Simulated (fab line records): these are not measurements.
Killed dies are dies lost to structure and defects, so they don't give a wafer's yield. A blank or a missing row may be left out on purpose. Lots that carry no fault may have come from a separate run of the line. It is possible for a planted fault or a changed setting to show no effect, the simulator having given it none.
Which tool did it? :: flow gf180mcu :: at 1 step of a route of 602, 7 lots with 21 wafers sampled

## WHAT THE GAUGES SHOWED, per wafer
GF_VT_IMPLANT_TW_MEAS_21.
lot: L861
measured: day 6 12:15
on: film_metro-03
VT_IMPLANT_2_TW: 1226 1229 1235

lot: L863
measured: day 7 00:55
on: film_metro-03
VT_IMPLANT_2_TW: 1229 1223 1218

lot: L865
measured: day 7 12:12
on: film_metro-03
VT_IMPLANT_2_TW: 1230 1220 1226

lot: L868
measured: day 8 07:27
on: film_metro-01
VT_IMPLANT_2_TW: 1214 1220 1227

lot: L874
measured: day 9 21:57
on: film_metro-04
VT_IMPLANT_2_TW: 1219 1222 1218

lot: L880
measured: day 11 13:10
on: film_metro-01
VT_IMPLANT_2_TW: 1218 1211 1219

lot: L882
measured: day 12 00:52
on: film_metro-03
VT_IMPLANT_2_TW: 1224 1224 1228

## WHAT TOOL EACH LOT RAN ON (gives the tool, then ch and the chambers of the sampled wafers, and finally the start)
No process step before these readings appears in the record.

## THE ANSWER, worked out from the rows above alone
Rule: usual is defined by the lots themselves. The widest of any qualifying gaps counts: lots, ordered by their means at a reading, are off when they make up no more than a third of the lots, leave a main group of 4 or more, and stand apart from it by 3 or more times the standard deviation of that group's means. A main group is skipped when, at the precision printed for the reading in the tables above, its means are all equal. Also off: a lot with no number at a reading for which 4 or more lots have one. The other lots that the step has rows for count as sound.
No lot is off at any reading shown: from this, nothing can be told.

## WHAT WAS PUT IN BY THE SIMULATOR
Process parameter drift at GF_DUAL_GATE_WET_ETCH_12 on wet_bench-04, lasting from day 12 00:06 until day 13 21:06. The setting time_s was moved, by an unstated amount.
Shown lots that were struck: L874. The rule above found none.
